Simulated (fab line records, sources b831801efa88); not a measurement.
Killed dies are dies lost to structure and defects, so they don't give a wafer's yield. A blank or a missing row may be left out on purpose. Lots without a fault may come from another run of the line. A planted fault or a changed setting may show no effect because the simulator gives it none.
Which tool did it? | flow sky130 | 12 lots, 36 wafers sampled, at 5 steps of a route of 708

WHAT THE GAUGES READ, wafer by wafer
The record holds no reading of a measuring or inspecting step that can be judged against a usual standard deviation.

WHICH TOOL RAN EACH LOT (tool, then ch and the chambers of the sampled wafers, then the start)
lot  | SKY_VIA1_CVD_21               | SKY_VIA4_ETCH_12                   | SKY_METAL5_SPUTTER_04        | SKY_METAL5_METAL_ETCH_15          | SKY_PAD_OPEN_PROBE_99
L965 | cvd_w-01 ch 1, day 34 18:25   | rie_diel-03 ch 0,1, day 43 09:32   | pvd_sputter-03, day 43 11:22 | rie_metal-03 ch 0,1, day 44 08:49 | prober-02, day 46 07:34
L967 | cvd_w-01 ch 0,1, day 35 14:05 | rie_diel-03 ch 0,1, day 44 04:43   | pvd_sputter-01, day 44 06:12 | rie_metal-04 ch 0,1, day 45 04:22 | prober-01, day 47 02:43
L968 | cvd_w-01 ch 0,1, day 35 14:22 | rie_diel-04 ch 1,2,3, day 44 05:25 | pvd_sputter-01, day 44 06:55 | rie_metal-01 ch 0,1, day 45 04:40 | prober-02, day 47 02:55
L970 | cvd_w-01 ch 0, day 35 19:39   | rie_diel-03 ch 0,2, day 44 06:25   | pvd_sputter-01, day 44 07:54 | rie_metal-04 ch 0,1, day 45 05:17 | prober-01, day 47 04:16
L969 | cvd_w-01 ch 0,1, day 36 03:41 | rie_diel-04 ch 0,2, day 44 16:07   | pvd_sputter-01, day 44 17:35 | rie_metal-04 ch 0,1, day 45 15:22 | prober-02, day 47 12:50
L975 | cvd_w-01 ch 0,1, day 38 03:04 | rie_diel-04 ch 1,2,3, day 46 05:40 | pvd_sputter-04, day 46 07:25 | rie_metal-03 ch 0,1, day 47 03:59 | prober-01, day 48 23:22
L973 | cvd_w-01 ch 0,1, day 38 06:01 | rie_diel-02 ch 0,3, day 46 07:43   | pvd_sputter-04, day 46 09:14 | rie_metal-03 ch 0,1, day 47 05:52 | prober-02, day 49 00:52
L972 | cvd_w-01 ch 0, day 38 08:25   | rie_diel-02 ch 1,2,3, day 46 14:07 | pvd_sputter-03, day 46 15:38 | rie_metal-03 ch 0,1, day 47 12:08 | prober-01, day 49 06:49
L978 | cvd_w-01 ch 0,1, day 38 11:29 | rie_diel-04 ch 0,1,2, day 46 15:44 | pvd_sputter-03, day 46 17:14 | rie_metal-03 ch 0,1, day 47 13:17 | prober-01, day 49 08:38
L977 | cvd_w-01 ch 0,1, day 38 14:17 | rie_diel-04 ch 1,2, day 46 17:11   | pvd_sputter-01, day 46 18:40 | rie_metal-04 ch 0,1, day 47 14:50 | prober-02, day 49 10:11
L974 | cvd_w-02 ch 0, day 38 15:44   | rie_diel-02 ch 1,2, day 46 19:01   | pvd_sputter-04, day 46 20:49 | rie_metal-03 ch 1, day 47 17:04   | prober-02, day 49 12:30
L987 | cvd_w-02 ch 0,1, day 40 16:46 | rie_diel-03 ch 0,1,3, day 48 09:46 | pvd_sputter-04, day 48 11:20 | rie_metal-01 ch 0,1, day 49 07:04 | prober-02, day 50 18:31
- SKY_VIA1_CVD_21: deposits W, target thk 270 nm, time 80.902 s.
- SKY_VIA4_ETCH_12: etches SiO2 in C4F8/O2/Ar, stops on TiN, target depth 580 nm.
- SKY_METAL5_SPUTTER_04: material TiN, target thk 70 nm, time 58.3 s.
- SKY_METAL5_METAL_ETCH_15: etches the open film in Cl2/BCl3, stops on SiO2, target depth 1260 nm, time 252 s.
- SKY_PAD_OPEN_PROBE_99

WHAT THE TOOLS THEMSELVES READ (means of the sampled wafers that have a number; where no wafer has one, the mark that the record gives instead)
SKY_VIA1_CVD_21. Usual: heater_power_w 869 W, standard deviation 71.
lot  | tool     | heater_power_w (W) | flag
L965 | cvd_w-01 | 977                |
L967 | cvd_w-01 | 838                |
L968 | cvd_w-01 | 850                |
L970 | cvd_w-01 | 786                |
L969 | cvd_w-01 | 836                |
L975 | cvd_w-01 | 900                |
L973 | cvd_w-01 | 853                |
L972 | cvd_w-01 | 786                |
L978 | cvd_w-01 | 894                |
L977 | cvd_w-01 | 901                |
L974 | cvd_w-02 | 893                |
L987 | cvd_w-02 | 889                |

SKY_VIA4_ETCH_12. Usual: oes_product_au 0.925 a.u., standard deviation 0.0045.
lot  | tool        | oes_product_au (a.u.) | flag
L965 | rie_diel-03 | 0.925                 |
L967 | rie_diel-03 | 0.923                 |
L968 | rie_diel-04 | 0.929                 |
L970 | rie_diel-03 | 0.928                 |
L969 | rie_diel-04 | 0.925                 |
L975 | rie_diel-04 | 0.925                 |
L973 | rie_diel-02 | 0.926                 |
L972 | rie_diel-02 | 0.925                 |
L978 | rie_diel-04 | 0.923                 |
L977 | rie_diel-04 | 0.923                 |
L974 | rie_diel-02 | 0.925                 |
L987 | rie_diel-03 | 0.927                 |

SKY_METAL5_SPUTTER_04. Usual: throttle_valve_pct 29.7 %, standard deviation 1.
lot  | tool           | throttle_valve_pct (%) | flag
L965 | pvd_sputter-03 | 30.6                   |
L967 | pvd_sputter-01 | 29.0                   |
L968 | pvd_sputter-01 | 29.2                   |
L970 | pvd_sputter-01 | 28.6                   |
L969 | pvd_sputter-01 | 29.9                   |
L975 | pvd_sputter-04 | 30.7                   |
L973 | pvd_sputter-04 | 30.6                   |
L972 | pvd_sputter-03 | 31.0                   |
L978 | pvd_sputter-03 | 30.7                   |
L977 | pvd_sputter-01 | 28.6                   |
L974 | pvd_sputter-04 | 29.3                   |
L987 | pvd_sputter-04 | 29.5                   |

SKY_METAL5_METAL_ETCH_15. Usual: drypump_motor_current_A 6.1 A, standard deviation 0.49; oes_product_au 0.893 a.u., standard deviation 0.0056; throttle_valve_pct 22.265 %, standard deviation 0.0091.
lot  | tool         | drypump_motor_current_A (A) | oes_product_au (a.u.) | throttle_valve_pct (%) | flag
L965 | rie_metal-03 | 5.5                         | 0.895                 | 22.266                 |
L967 | rie_metal-04 | 6.4                         | 0.897                 | 22.256                 |
L968 | rie_metal-01 | 5.9                         | 0.892                 | 22.263                 |
L970 | rie_metal-04 | 6.4                         | 0.895                 | 22.262                 |
L969 | rie_metal-04 | 6.4                         | 0.894                 | 22.270                 |
L975 | rie_metal-03 | 5.5                         | 0.890                 | 22.260                 |
L973 | rie_metal-03 | 5.9                         | 0.893                 | 22.270                 |
L972 | rie_metal-03 | 5.8                         | 0.897                 | 22.271                 |
L978 | rie_metal-03 | 5.8                         | 0.897                 | 22.267                 |
L977 | rie_metal-04 | 6.4                         | 0.892                 | 22.269                 |
L974 | rie_metal-03 | 5.1                         | 0.893                 | 22.262                 |
L987 | rie_metal-01 | 6.1                         | 0.896                 | 22.267                 |

SKY_PAD_OPEN_PROBE_99. Usual: defect_limited_yield 82.7 %, standard deviation 2; killed_at_M0_to_M3 42, standard deviation 7.4; killed_at_M4_up 3.5, standard deviation 1.9; killed_at_contacts 24, standard deviation 5.2; killed_at_front_end 15, standard deviation 4.5; killed_at_other 0.2, standard deviation 0.53; killed_dies 85, standard deviation 9.8; killed_open 46, standard deviation 7.6; killed_short 39, standard deviation 6.5; sort_bin_3_pad_short 0.9 %, standard deviation 0.4; sort_bin_5_function 10.3 %, standard deviation 1.5; sort_bin_6_memory 6.1 %, standard deviation 1.1; sort_n_pass 407, standard deviation 9.8; sort_yield_pct 82.7 %, standard deviation 2.
lot  | tool      | defect_limited_yield (%) | killed_at_M0_to_M3 | killed_at_M4_up | killed_at_contacts | killed_at_front_end | killed_at_other | killed_dies | killed_open | killed_short | sort_bin_3_pad_short (%) | sort_bin_5_function (%) | sort_bin_6_memory (%) | sort_n_pass | sort_yield_pct (%) | flag
L965 | prober-02 | 83.4                     | 41                 | 1.7             | 28                 | 11                  | 0.0             | 82          | 46          | 36           | 0.5                      | 10.2                    | 5.9                   | 410         | 83.4               |
L967 | prober-01 | 82.4                     | 48                 | 3.7             | 23                 | 12                  | 0.0             | 86          | 49          | 38           | 0.8                      | 10.2                    | 6.6                   | 406         | 82.4               |
L968 | prober-02 | 82.0                     | 48                 | 4.7             | 23                 | 14                  | 0.0             | 89          | 49          | 40           | 0.9                      | 11.5                    | 5.6                   | 403         | 82.0               |
L970 | prober-01 | 83.1                     | 47                 | 1.7             | 26                 | 8                   | 0.3             | 83          | 48          | 35           | 0.8                      | 9.8                     | 6.2                   | 409         | 83.1               |
L969 | prober-02 | 80.6                     | 48                 | 2.7             | 25                 | 20                  | 0.3             | 96          | 53          | 42           | 1.5                      | 11.9                    | 6.0                   | 396         | 80.6               |
L975 | prober-01 | 83.6                     | 43                 | 3.0             | 22                 | 13                  | 0.0             | 81          | 41          | 40           | 0.9                      | 9.1                     | 6.4                   | 411         | 83.6               |
L973 | prober-02 | 84.3                     | 32                 | 2.7             | 29                 | 14                  | 0.0             | 77          | 40          | 38           | 0.7                      | 9.0                     | 6.0                   | 415         | 84.3               |
L972 | prober-01 | 81.8                     | 42                 | 2.3             | 30                 | 15                  | 0.3             | 90          | 46          | 43           | 0.8                      | 10.4                    | 7.0                   | 402         | 81.8               |
L978 | prober-01 | 83.9                     | 45                 | 2.0             | 21                 | 11                  | 0.3             | 79          | 33          | 31           | 0.9                      | 10.5                    | 4.7                   | 413         | 83.9               |
L977 | prober-02 | 79.9                     | 57                 | 3.3             | 21                 | 17                  | 0.3             | 99          | 44          | 37           | 1.7                      | 12.2                    | 6.2                   | 393         | 79.9               |
L974 | prober-02 | 82.1                     | 43                 | 3.0             | 23                 | 19                  | 0.3             | 88          | 43          | 46           | 1.1                      | 10.0                    | 6.8                   | 404         | 82.1               |
L987 | prober-02 | 83.7                     | 36                 | 2.3             | 24                 | 18                  | 0.0             | 80          | 41          | 39           | 0.6                      | 9.8                     | 5.8                   | 412         | 83.7               |

THE ANSWER, worked out from the rows above alone
Rule: a lot is off if the mean of its wafers that have a number lies more than 3 standard deviations from the usual mean. A lot without any number at a reading at which 4 lots or more have one is off too. The other lots that the step has rows for count as sound. The gauges are gone through in route order, then the tools' own readings, and for those a lot's mean is taken as printed above. The first step at which some lot is off is used, and at that step the reading that is off furthest; a lot without a number counts as furthest.
No lot is off at any reading shown: from this, nothing can be told.

WHAT THE SIMULATOR HAD PUT IN
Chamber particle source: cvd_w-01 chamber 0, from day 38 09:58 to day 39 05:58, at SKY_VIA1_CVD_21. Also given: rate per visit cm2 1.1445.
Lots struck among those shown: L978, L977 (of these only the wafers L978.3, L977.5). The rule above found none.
